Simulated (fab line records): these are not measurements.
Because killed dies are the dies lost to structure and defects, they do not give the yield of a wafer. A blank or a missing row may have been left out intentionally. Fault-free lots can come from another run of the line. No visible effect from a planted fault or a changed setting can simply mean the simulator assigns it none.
fab line records + flow sky130
record:
- lots: 11
- wafers: 33
- lastDay: 51
route steps=708 shown LDD_HVP@285 POLY_CUT@315 SD_P@329
lots that met no fault: from a run of the same line without faults
startH: start of the lot's first displayed wafer, in hours after the record's first day + waitH: hours from the lot's prior step to this one + " same as the row above + L1.1+2: several wafers, shown together as one row + - no value, or no start was given + * or withheld: withheld + < > ~ a bound
route shown NAME@n: names a module that has steps shown in the file, with the first one's number in the route + usual: mean/standard deviation taken from wafers without a fault + same: alike in all rows + chamber/n: place in a boat + sites: per-site readings + _std_site: the values' standard deviation + _edge_site: inner sites' mean taken away from outer sites' mean + radiusMm: for every site, how far away it sits from the centre of the wafer + mask NAME#n: copy n + behind: the last tool/chamber to shape the wafer + hold: what put the lot on hold/how long, in hours/how the hold closed + device: the transistor (n, p or np) that didn't switch + end of line: the tests these same wafers got at the end of their route + a step with no rows: only its recipe + killed: at the first sort, the dies lost to defects and structure; wafer yield is something else + map: a wafer's dies, marking killed ones x, the rest . and places with no die _
set.NAME: the run value of the setting; set.NAME@STEP: its run value at that earlier step + model.NAME: the simulator's own value behind a step, which no gauge read
the route's steps for a sample of lots (tables are steps, rows are wafers)
services: the hour from which a tool's chamber was out of use, counted from the record's first day as startH (under 0 if before that day), plus the number of hours and why
== steps ==
step: SKY_LDD_HVP_OVL_MEAS_07
usual:
- LDD_HVP_OVL: 0.4/1.5
| lot.wafer | tool       | chamber | startH | waitH | LDD_HVP_OVL[nm] |
|-----------|------------|---------|--------|-------|-----------------|
| L394.3    | overlay-01 | -       | 515.44 | 0.1   | -0.8            |
| L394.5    | "          | -       | "      | "     | -2.6            |
| L394.6    | "          | -       | "      | "     | -0.4            |
| L393.2    | overlay-02 | -       | 515.59 | 0.1   | -1.2            |
| L393.5    | "          | -       | "      | "     | -1.6            |
| L393.6    | "          | -       | "      | "     | -2.3            |
| L396.1    | overlay-01 | -       | 522.08 | 0.1   | -2.6            |
| L396.3    | "          | -       | "      | "     | 0.0             |
| L396.5    | "          | -       | "      | "     | -0.2            |
| L399.2    | overlay-01 | -       | 562.64 | 0.1   | 1.5             |
| L399.3    | "          | -       | "      | "     | 1.0             |
| L399.4    | "          | -       | "      | "     | 1.7             |
| L400.1    | overlay-01 | -       | 563.08 | 0.1   | 0.9             |
| L400.4    | "          | -       | "      | "     | 1.5             |
| L400.6    | "          | -       | "      | "     | -2.2            |
| L401.4    | overlay-01 | -       | 578.90 | 0.1   | 1.4             |
| L401.5    | "          | -       | "      | "     | -1.8            |
| L401.6    | "          | -       | "      | "     | 1.7             |
| L403.1    | overlay-01 | -       | 700.53 | 0.1   | 0.2             |
| L403.2    | "          | -       | "      | "     | 1.5             |
| L403.3    | "          | -       | "      | "     | 0.4             |
| L410.1    | overlay-01 | -       | 701.88 | 0.1   | 0.1             |
| L410.2    | "          | -       | "      | "     | -0.5            |
| L410.6    | "          | -       | "      | "     | 0.6             |
| L412.1    | overlay-01 | -       | 703.48 | 0.1   | -1.5            |
| L412.2    | "          | -       | "      | "     | -0.6            |
| L412.5    | "          | -       | "      | "     | 0.5             |
| L407.1    | overlay-01 | -       | 704.93 | 0.1   | -0.4            |
| L407.5    | "          | -       | "      | "     | -0.6            |
| L407.6    | "          | -       | "      | "     | -0.6            |
| L414.1    | overlay-02 | -       | 706.18 | 0.1   | -1.3            |
| L414.2    | "          | -       | "      | "     | 1.1             |
| L414.6    | "          | -       | "      | "     | 0.6             |
step: SKY_LDD_HVP_TW_MEAS_10
usual:
- LDD_HVP_TW: 456/3.5
| lot.wafer | tool         | chamber | startH | waitH | LDD_HVP_TW |
|-----------|--------------|---------|--------|-------|------------|
| L394.3    | filmMetro-01 | -       | 515.74 | 0.1   | 457        |
| L394.5    | "            | -       | "      | "     | 458        |
| L394.6    | "            | -       | "      | "     | 457        |
| L393.2    | filmMetro-02 | -       | 515.88 | 0.1   | 458        |
| L393.5    | "            | -       | "      | "     | 459        |
| L393.6    | "            | -       | "      | "     | 459        |
| L396.1    | filmMetro-02 | -       | 522.37 | 0.1   | 456        |
| L396.3    | "            | -       | "      | "     | 461        |
| L396.5    | "            | -       | "      | "     | 456        |
| L399.2    | filmMetro-02 | -       | 562.93 | 0.1   | 460        |
| L399.3    | "            | -       | "      | "     | 457        |
| L399.4    | "            | -       | "      | "     | 457        |
| L400.1    | filmMetro-02 | -       | 563.37 | 0.1   | 459        |
| L400.4    | "            | -       | "      | "     | 461        |
| L400.6    | "            | -       | "      | "     | 459        |
| L401.4    | filmMetro-03 | -       | 579.20 | 0.1   | 446        |
| L401.5    | "            | -       | "      | "     | 447        |
| L401.6    | "            | -       | "      | "     | 447        |
| L403.1    | filmMetro-02 | -       | 700.82 | 0.1   | 457        |
| L403.2    | "            | -       | "      | "     | 454        |
| L403.3    | "            | -       | "      | "     | 455        |
| L410.1    | filmMetro-01 | -       | 702.16 | 0.1   | 457        |
| L410.2    | "            | -       | "      | "     | 461        |
| L410.6    | "            | -       | "      | "     | 458        |
| L412.1    | filmMetro-02 | -       | 703.77 | 0.1   | 455        |
| L412.2    | "            | -       | "      | "     | 455        |
| L412.5    | "            | -       | "      | "     | 456        |
| L407.1    | filmMetro-01 | -       | 705.21 | 0.1   | 459        |
| L407.5    | "            | -       | "      | "     | 459        |
| L407.6    | "            | -       | "      | "     | 458        |
| L414.1    | filmMetro-01 | -       | 706.47 | 0.1   | 459        |
| L414.2    | "            | -       | "      | "     | 457        |
| L414.6    | "            | -       | "      | "     | 458        |
step: SKY_POLY_CUT_CD_MEAS_08
recipe:
- targetCdNm: 270
usual:
- cdNm: 269.8/1.4
| lot.wafer | tool     | chamber | startH | waitH | cdNm  |
|-----------|----------|---------|--------|-------|-------|
| L396.1    | cdSem-02 | -       | 589.79 | -     | 269.6 |
| L396.3    | "        | -       | "      | "     | 267.9 |
| L396.5    | "        | -       | "      | "     | 269.2 |
| L394.3    | cdSem-02 | -       | 589.95 | -     | 268.5 |
| L394.5    | "        | -       | "      | "     | 268.1 |
| L394.6    | "        | -       | "      | "     | 268.4 |
| L393.2    | cdSem-02 | -       | 590.05 | -     | 270.7 |
| L393.5    | "        | -       | "      | "     | 268.9 |
| L393.6    | "        | -       | "      | "     | 269.5 |
| L399.2    | cdSem-01 | -       | 626.05 | -     | 270.0 |
| L399.3    | "        | -       | "      | "     | 270.3 |
| L399.4    | "        | -       | "      | "     | 270.7 |
| L400.1    | cdSem-01 | -       | 629.03 | -     | 271.2 |
| L400.4    | "        | -       | "      | "     | 272.1 |
| L400.6    | "        | -       | "      | "     | 270.5 |
| L401.4    | cdSem-01 | -       | 638.29 | -     | 271.6 |
| L401.5    | "        | -       | "      | "     | 271.5 |
| L401.6    | "        | -       | "      | "     | 270.4 |
| L403.1    | cdSem-01 | -       | 759.48 | -     | 270.1 |
| L403.2    | "        | -       | "      | "     | 271.1 |
| L403.3    | "        | -       | "      | "     | 271.2 |
| L410.1    | cdSem-02 | -       | 760.18 | -     | 271.4 |
| L410.2    | "        | -       | "      | "     | 272.3 |
| L410.6    | "        | -       | "      | "     | 270.1 |
| L412.1    | cdSem-01 | -       | 762.33 | -     | 270.6 |
| L412.2    | "        | -       | "      | "     | 270.0 |
| L412.5    | "        | -       | "      | "     | 270.5 |
| L407.1    | cdSem-01 | -       | 763.34 | -     | 270.2 |
| L407.5    | "        | -       | "      | "     | 269.6 |
| L407.6    | "        | -       | "      | "     | 268.6 |
| L414.1    | cdSem-01 | -       | 764.33 | -     | 269.7 |
| L414.2    | "        | -       | "      | "     | 269.2 |
| L414.6    | "        | -       | "      | "     | 269.2 |
step: SKY_SD_P_IMPLANT_09
recipe:
- species: BF2
- energyKev: 20
- doseCm2: 3e+15
- tiltDeg: 0
usual:
- beamOnS: 12.63/0.27
- doseIonsCm2: 2.9999e+15/3e+12
| lot.wafer | tool         | chamber | startH | waitH | beamOnS | doseIonsCm2 |
|-----------|--------------|---------|--------|-------|---------|-------------|
| L396.1    | implanter-02 | 0       | 619.62 | 0.3   | 12.61   | 3.002e+15   |
| L396.3    | "            | 0       | "      | "     | 13.00   | 3.0012e+15  |
| L396.5    | "            | 0       | "      | "     | 12.54   | 3.0008e+15  |
| L394.3    | implanter-02 | 0       | 619.97 | 0.4   | 12.69   | 2.994e+15   |
| L394.5    | "            | 0       | "      | "     | 13.07   | 2.995e+15   |
| L394.6    | "            | 0       | "      | "     | 12.85   | 3.0014e+15  |
| L393.2    | implanter-02 | 0       | 620.10 | 0.3   | 12.68   | 2.9989e+15  |
| L393.5    | "            | 0       | "      | "     | 12.38   | 2.9988e+15  |
| L393.6    | "            | 0       | "      | "     | 13.00   | 2.9976e+15  |
| L399.2    | implanter-03 | 0       | 654.62 | 0.0   | 12.42   | 3.0018e+15  |
| L399.3    | "            | 0       | "      | "     | 12.82   | 3.0001e+15  |
| L399.4    | "            | 0       | "      | "     | 12.78   | 2.9988e+15  |
| L400.1    | implanter-03 | 0       | 657.09 | 0.0   | 12.32   | 3.0019e+15  |
| L400.4    | "            | 0       | "      | "     | 12.48   | 3.0016e+15  |
| L400.6    | "            | 0       | "      | "     | 12.35   | 2.9975e+15  |
| L401.4    | implanter-03 | 0       | 666.32 | 0.1   | 12.14   | 3.0034e+15  |
| L401.5    | "            | 0       | "      | "     | 12.75   | 3.0025e+15  |
| L401.6    | "            | 0       | "      | "     | 12.05   | 2.9994e+15  |
| L403.1    | implanter-02 | 0       | 785.74 | 0.0   | 12.99   | 2.999e+15   |
| L403.2    | "            | 0       | "      | "     | 12.46   | 3.0009e+15  |
| L403.3    | "            | 0       | "      | "     | 12.75   | 2.9956e+15  |
| L410.1    | implanter-02 | 0       | 787.14 | 0.0   | 12.47   | 3.0002e+15  |
| L410.2    | "            | 0       | "      | "     | 12.69   | 3.0031e+15  |
| L410.6    | "            | 0       | "      | "     | 12.54   | 3.0028e+15  |
| L412.1    | implanter-03 | 0       | 788.64 | 0.0   | 19.83   | 4.7764e+15  |
| L412.2    | "            | 0       | "      | "     | 20.41   | 4.7793e+15  |
| L412.5    | "            | 0       | "      | "     | 20.39   | 4.777e+15   |
| L407.1    | implanter-03 | 0       | 789.74 | 0.0   | 20.30   | 4.7776e+15  |
| L407.5    | "            | 0       | "      | "     | 19.82   | 4.78e+15    |
| L407.6    | "            | 0       | "      | "     | 20.72   | 4.7769e+15  |
| L414.1    | implanter-02 | 0       | 790.56 | 0.0   | 13.12   | 3.0019e+15  |
| L414.2    | "            | 0       | "      | "     | 12.82   | 3e+15       |
| L414.6    | "            | 0       | "      | "     | 12.19   | 2.9988e+15  |
step: SKY_SD_P_STRIP_10
recipe:
- chemistry: O2/N2
- powerW: 1400
- pressureMtorr: 1500
- platenTempC: withheld
- o2FlowSccm: 3000
- n2FlowSccm: 300
- overashFraction: 0.5
usual:
- drypumpMotorCurrentA: 5.5/0.35
- n2FlowSccm: 299.9/0.96
- oesProductAu: 0.618/0.0051
- stripTimeToEndpointS: 17.49/0.04
| lot.wafer | tool           | chamber | startH | waitH | drypumpMotorCurrentA | n2FlowSccm | oesProductAu | rfHoursCounterH | stripTimeToEndpointS |
|-----------|----------------|---------|--------|-------|----------------------|------------|--------------|-----------------|----------------------|
| L396.1    | plasmaAsher-04 | 0       | 619.77 | 0.1   | 5.7                  | 300.1      | 0.618        | 93              | 17.47                |
| L396.3    | "              | 0       | "      | "     | 5.8                  | 298.7      | 0.610        | -               | 17.47                |
| L396.5    | "              | 0       | "      | "     | 5.7                  | 298.3      | 0.609        | -               | 17.50                |
| L394.3    | plasmaAsher-02 | 0       | 620.10 | 0.1   | 5.6                  | 299.1      | 0.623        | -               | 17.54                |
| L394.5    | "              | 1       | "      | "     | 5.3                  | 299.2      | 0.623        | -               | 17.49                |
| L394.6    | "              | 0       | "      | "     | 5.6                  | 299.8      | 0.621        | -               | 17.56                |
| L393.2    | plasmaAsher-02 | 0       | 620.22 | 0.1   | 5.6                  | 298.9      | 0.614        | 19              | 17.52                |
| L393.5    | "              | 0       | "      | "     | 5.6                  | 300.2      | 0.614        | -               | 17.56                |
| L393.6    | "              | 1       | "      | "     | 5.3                  | 298.4      | 0.618        | -               | 17.54                |
| L399.2    | plasmaAsher-04 | 0       | 654.74 | 0.1   | 5.7                  | 299.9      | 0.626        | 97              | 17.50                |
| L399.3    | "              | 0       | "      | "     | 5.8                  | 300.0      | 0.620        | -               | 17.50                |
| L399.4    | "              | 1       | "      | "     | 5.6                  | 299.3      | 0.612        | -               | 17.53                |
| L400.1    | plasmaAsher-04 | 1       | 657.24 | 0.1   | 5.6                  | 299.2      | 0.610        | 97              | 17.52                |
| L400.4    | "              | 0       | "      | "     | 5.8                  | 300.8      | 0.611        | -               | 17.48                |
| L400.6    | "              | 1       | "      | "     | 5.7                  | 300.4      | 0.619        | -               | 17.53                |
| L401.4    | plasmaAsher-02 | 0       | 666.42 | 0.1   | 5.6                  | 301.7      | 0.615        | -               | 17.44                |
| L401.5    | "              | 1       | "      | "     | 5.3                  | 300.3      | 0.612        | -               | 17.44                |
| L401.6    | "              | 0       | "      | "     | 5.6                  | 299.9      | 0.616        | -               | 17.49                |
| L403.1    | plasmaAsher-01 | 0       | 785.89 | 0.1   | 4.7                  | 301.3      | 0.616        | 65              | 17.50                |
| L403.2    | "              | 1       | "      | "     | 5.9                  | 299.9      | 0.615        | 65              | 17.51                |
| L403.3    | "              | 0       | "      | "     | 4.7                  | 299.1      | 0.610        | -               | 17.50                |
| L410.1    | plasmaAsher-02 | 1       | 787.29 | 0.1   | 5.3                  | 300.4      | 0.614        | 36              | 17.44                |
| L410.2    | "              | 0       | "      | "     | 5.6                  | 300.2      | 0.614        | 36              | 17.45                |
| L410.6    | "              | 1       | "      | "     | 5.3                  | 299.7      | 0.613        | -               | 17.42                |
| L412.1    | plasmaAsher-01 | 1       | 788.79 | 0.1   | 5.9                  | 299.4      | 0.595        | 66              | 18.42                |
| L412.2    | "              | 0       | "      | "     | 4.7                  | 300.1      | 0.595        | 66              | 18.46                |
| L412.5    | "              | 1       | "      | "     | 5.9                  | 298.6      | 0.600        | -               | 18.44                |
| L407.1    | plasmaAsher-01 | 0       | 789.89 | 0.1   | 4.7                  | 300.9      | 0.601        | 66              | 18.48                |
| L407.5    | "              | 0       | "      | "     | 4.7                  | 299.2      | 0.593        | -               | 18.49                |
| L407.6    | "              | 1       | "      | "     | 5.9                  | 299.7      | 0.604        | -               | 18.46                |
| L414.1    | plasmaAsher-02 | 1       | 790.71 | 0.1   | 5.3                  | 300.2      | 0.628        | 37              | 17.43                |
| L414.2    | "              | 0       | "      | "     | 5.6                  | 300.2      | 0.617        | 37              | 17.46                |
| L414.6    | "              | 1       | "      | "     | 5.3                  | 299.6      | 0.613        | -               | 17.47                |
step: SKY_SD_P_TW_MEAS_11
usual:
- SD_P_TW: 2820/27
| lot.wafer | tool         | chamber | startH | waitH | SD_P_TW |
|-----------|--------------|---------|--------|-------|---------|
| L396.1    | filmMetro-04 | -       | 619.87 | 0.1   | 2849    |
| L396.3    | "            | -       | "      | "     | 2843    |
| L396.5    | "            | -       | "      | "     | 2849    |
| L394.3    | filmMetro-03 | -       | 620.19 | 0.1   | 2784    |
| L394.5    | "            | -       | "      | "     | 2780    |
| L394.6    | "            | -       | "      | "     | 2794    |
| L393.2    | filmMetro-02 | -       | 620.33 | 0.1   | 2826    |
| L393.5    | "            | -       | "      | "     | 2843    |
| L393.6    | "            | -       | "      | "     | 2833    |
| L399.2    | filmMetro-03 | -       | 654.88 | 0.1   | 2804    |
| L399.3    | "            | -       | "      | "     | 2811    |
| L399.4    | "            | -       | "      | "     | 2799    |
| L400.1    | filmMetro-03 | -       | 657.34 | 0.1   | 2790    |
| L400.4    | "            | -       | "      | "     | 2804    |
| L400.6    | "            | -       | "      | "     | 2812    |
| L401.4    | filmMetro-04 | -       | 666.52 | 0.1   | 2863    |
| L401.5    | "            | -       | "      | "     | 2862    |
| L401.6    | "            | -       | "      | "     | 2864    |
| L403.1    | filmMetro-03 | -       | 785.99 | 0.1   | 2781    |
| L403.2    | "            | -       | "      | "     | 2791    |
| L403.3    | "            | -       | "      | "     | 2791    |
| L410.1    | filmMetro-02 | -       | 787.39 | 0.1   | 2813    |
| L410.2    | "            | -       | "      | "     | 2825    |
| L410.6    | "            | -       | "      | "     | 2824    |
| L412.1    | filmMetro-04 | -       | 788.89 | 0.1   | 3056    |
| L412.2    | "            | -       | "      | "     | 3054    |
| L412.5    | "            | -       | "      | "     | 3042    |
| L407.1    | filmMetro-04 | -       | 789.99 | 0.1   | 3049    |
| L407.5    | "            | -       | "      | "     | 3048    |
| L407.6    | "            | -       | "      | "     | 3071    |
| L414.1    | filmMetro-04 | -       | 790.81 | 0.1   | 2845    |
| L414.2    | "            | -       | "      | "     | 2839    |
| L414.6    | "            | -       | "      | "     | 2849    |
step: SKY_SD_N_RS_MEAS_17
recipe:
- thkMeasGauge: four-point-probe
usual:
- SD_P_RS: 147.1/0.37
| lot.wafer | tool         | chamber | startH | waitH | SD_P_RS[ohm/sq] |
|-----------|--------------|---------|--------|-------|-----------------|
| L396.1    | filmMetro-04 | -       | 676.69 | 0.1   | 147.1           |
| L396.3    | "            | -       | "      | "     | 146.8           |
| L396.5    | "            | -       | "      | "     | 147.0           |
| L394.3    | filmMetro-03 | -       | 677.11 | 0.1   | 148.0           |
| L394.5    | "            | -       | "      | "     | 147.7           |
| L394.6    | "            | -       | "      | "     | 147.6           |
| L393.2    | filmMetro-04 | -       | 677.36 | 0.1   | 147.2           |
| L393.5    | "            | -       | "      | "     | 146.8           |
| L393.6    | "            | -       | "      | "     | 147.6           |
| L399.2    | filmMetro-02 | -       | 711.41 | 0.1   | 146.1           |
| L399.3    | "            | -       | "      | "     | 147.1           |
| L399.4    | "            | -       | "      | "     | 146.5           |
| L400.1    | filmMetro-04 | -       | 714.29 | 0.1   | 146.7           |
| L400.4    | "            | -       | "      | "     | 146.4           |
| L400.6    | "            | -       | "      | "     | 146.2           |
| L401.4    | filmMetro-04 | -       | 722.45 | 0.1   | 146.7           |
| L401.5    | "            | -       | "      | "     | 146.4           |
| L401.6    | "            | -       | "      | "     | 146.7           |
| L403.1    | filmMetro-02 | -       | 836.55 | 0.1   | 147.0           |
| L403.2    | "            | -       | "      | "     | 147.9           |
| L403.3    | "            | -       | "      | "     | 147.3           |
| L410.1    | filmMetro-02 | -       | 838.32 | 0.1   | 146.9           |
| L410.2    | "            | -       | "      | "     | 147.3           |
| L410.6    | "            | -       | "      | "     | 147.6           |
| L412.1    | filmMetro-03 | -       | 840.79 | 0.1   | 140.7           |
| L412.2    | "            | -       | "      | "     | 140.6           |
| L412.5    | "            | -       | "      | "     | 140.3           |
| L407.1    | filmMetro-04 | -       | 842.34 | 0.1   | 140.8           |
| L407.5    | "            | -       | "      | "     | 140.3           |
| L407.6    | "            | -       | "      | "     | 140.9           |
| L414.1    | filmMetro-04 | -       | 843.95 | 0.1   | 147.1           |
| L414.2    | "            | -       | "      | "     | 146.7           |
| L414.6    | "            | -       | "      | "     | 146.8           |
== services ==
| tool           | chamber | startH | hours | kind      |
|----------------|---------|--------|-------|-----------|
| implanter-02   | -       | 596.14 | 1.0   | repair    |
| plasmaAsher-02 | -       | 598.69 | 0.5   | repair    |
| plasmaAsher-02 | -       | 600.56 | 0.6   | repair    |
| plasmaAsher-01 | -       | 609.58 | 14.6  | pm        |
| implanter-03   | -       | 628.93 | 19.8  | pm        |
| plasmaAsher-01 | -       | 664.46 | 2.8   | pm        |
| implanter-03   | -       | 679.36 | 2.9   | pm        |
| implanter-02   | -       | 680.56 | 1.1   | repair    |
| plasmaAsher-04 | -       | 688.38 | 8.4   | repair    |
| implanter-02   | -       | 693.12 | 2.1   | repair    |
| implanter-03   | -       | 710.83 | 2.4   | repair    |
| plasmaAsher-04 | -       | 733.75 | 9.0   | pm        |
| plasmaAsher-04 | 0       | 733.75 | 9.0   | ventCycle |
| plasmaAsher-04 | 1       | 733.75 | 9.0   | ventCycle |
| plasmaAsher-04 | 0       | 742.75 | -     | clean     |
| plasmaAsher-04 | 1       | 742.75 | -     | clean     |
| plasmaAsher-02 | -       | 745.76 | 2.8   | pm        |
| plasmaAsher-02 | -       | 748.51 | 4.3   | pm        |
== key ==
firstSign:
- step: SKY_SD_P_IMPLANT_09
- reading: doseIonsCm2
- direction: up
- sigmas: 99+
- usual: *
- struck: *
effect:
- step: SKY_SD_P_IMPLANT_09
- reading: beamOnS
- direction: up
- sigmas: 28
- usual: 12.63
- struck: 20.24
effect:
- step: SKY_SD_P_STRIP_10
- reading: stripTimeToEndpointS
- direction: up
- sigmas: 24
- usual: *
- struck: *
effect:
- step: SKY_SD_P_TW_MEAS_11
- reading: SD_P_TW
- direction: up
- sigmas: 8.8
- usual: 2820
- struck: 3053
effect:
- step: SKY_SD_N_RS_MEAS_17
- reading: SD_P_RS
- direction: down
- sigmas: 18
- usual: 147.1
- struck: 140.6
metAt SKY_SD_P_IMPLANT_09
struckLots L407,L412
testerLeftOut L407,L412
notActingAt SKY_LDD_HVP_OVL_MEAS_07,SKY_LDD_HVP_TW_MEAS_10,SKY_POLY_CUT_CD_MEAS_08
onsetBetween 666.32 788.64
fault:
- kind: processParameterDrift
- tool: implanter-03
- chamber: -
- onsetH: 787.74
- steps: SKY_SD_P_IMPLANT_09
- channel: doseCm2
- offset: *
- shape: step
- endH: 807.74
- actsIn: *
- stated: *
testerLeftOut: of these lots the tester's yield and bins aren't shown, on N5 and GAA mostly nor the transistor test; their killed dies are dies lost to structure and defects alone, not to doping, threshold or leakage, so they don't give the yield
